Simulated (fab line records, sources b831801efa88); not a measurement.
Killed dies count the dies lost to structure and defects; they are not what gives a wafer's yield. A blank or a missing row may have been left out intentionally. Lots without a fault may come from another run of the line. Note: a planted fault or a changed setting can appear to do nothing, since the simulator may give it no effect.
Code-filled problem report in 8D (eight disciplines) form / flow gf180mcu / the parts of the form that need people (team, actions taken, sign-off) are left out

== 1. THE ISSUE ==
Mean PSD_TW at GF_PSD_TW_MEAS_11: 3291 over 6 wafers in 2 lots; fault-free wafers: 3160, standard deviation 20. Relative to the usual mean, that is a shift of +6.6 standard deviations.
The first sign was on wafer L901.3 at day 20 23:49, on film-metro-04. Wafers with a number at this step in the record: 30, from 10 lots. The rule behind "out" and "out of limits": a value lying over 4 standard deviations away from the usual mean. Any other wafer with a number is counted as sound.

== 2. WHAT IT IS; WHAT IT IS NOT ==
question=which readings at this step | is=PSD_TW | is not=-
question=which lots | is=L901, L903 | is not=L883, L884, L886, L888, L889, L891, L892, L906
question=which wafers of those lots | is=all that have a number | is not=-
question=read on which gauges | is=film-metro-04 | is not=film-metro-01, film-metro-03
question=when | is=from day 20 23:49 | is not=up to then (21 sound wafers); but 3 sound wafers of L906 came after

== 3. WHAT RULES OUT EACH SUSPECT ==
Counting: a tool at any process step up to the reading remains a suspect when it ran all the lots that are out and ran no sound lot after the first of those.
- ruled out: the gauge at GF_PSD_TW_MEAS_11. All the wafers that are out were read on film-metro-04, but those of them that GF_PSD_IMPLANT_09 has rows for are out there too, on other tools.
- implanter-04 at GF_PSD_IMPLANT_09: kept. All lots that are out passed through it, beginning with L901 at day 20 23:36, and no sound lot followed; its final sound lot before that point was L884 at day 14 14:45. Its own readings are out on those wafers: beam-on-s, end-station-pressure-torr, faraday-current-uA.
After counting, what remains is implanter-04 at GF_PSD_IMPLANT_09.

== 4. THE CAUSE (what the simulator had put in) ==
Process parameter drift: implanter-04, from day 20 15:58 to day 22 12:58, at GF_PSD_IMPLANT_09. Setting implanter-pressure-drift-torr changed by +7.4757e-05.
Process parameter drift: implanter-04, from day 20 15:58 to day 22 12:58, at GF_PSD_IMPLANT_09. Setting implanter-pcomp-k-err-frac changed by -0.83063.
Counting left only this tool.

== 5. THE CHAIN OF EFFECTS, in route order ==
One row per reading whose mean, taken over the struck wafers that have a number, lies over 3 standard deviations from the usual. Readings are gone through only where the record gives a usual standard deviation; hours: the median, over the lots, of the time from a lot's start at the first step in this table giving one to that lot's start at this step; sigmas: the change measured in usual standard deviations.
hours=0; step=GF_PSD_IMPLANT_09; reading=beam-on-s; usual=10.01 s; on struck wafers=12.37; change=+2.36; sigmas=+11
hours=0; step=GF_PSD_IMPLANT_09; reading=end-station-pressure-torr; usual=1.17e-05 Torr; on struck wafers=8.38e-05; change=+7.21e-05; sigmas=+99 or more
hours=0; step=GF_PSD_IMPLANT_09; reading=faraday-current-uA; usual=8244; on struck wafers=6619; change=-1625; sigmas=-9.6
hours=0; step=GF_PSD_STRIP_10; reading=oes-product-au; usual=0.592 a.u.; on struck wafers=0.574; change=-0.018; sigmas=-3.8
hours=0; step=GF_PSD_STRIP_10; reading=strip-time-to-endpoint-s; usual=16.51 s; on struck wafers=17.22; change=+0.71; sigmas=+20
hours=0; step=GF_PSD_TW_MEAS_11; reading=PSD_TW; usual=3160; on struck wafers=3291; change=+131; sigmas=+6.6
hours=6; step=GF_PSD_RS_MEAS_15; reading=PSD_RS; usual=108.56 ohm/sq; on struck wafers=104.43; change=-4.13; sigmas=-15
Process steps it contains:
- GF_PSD_IMPLANT_09
- GF_PSD_STRIP_10: strips in O2/N2.

== 6. HOW IT WOULD HAVE BEEN CAUGHT EARLIER ==
8 hours passed between the start of the fault at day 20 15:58 and the first reading out of limits at a measuring or inspecting step in this record, taken at day 20 23:49.
Tool's own readings at GF_PSD_IMPLANT_09, beam-on-s, end-station-pressure-torr, faraday-current-uA: out on all struck wafers the step has rows for; an alarm limit on them would have tripped on the first.
L903, from the lots that are out (2), started GF_PSD_IMPLANT_09 on implanter-04 later than day 20 23:49. Holding the tool at that time would have saved it.
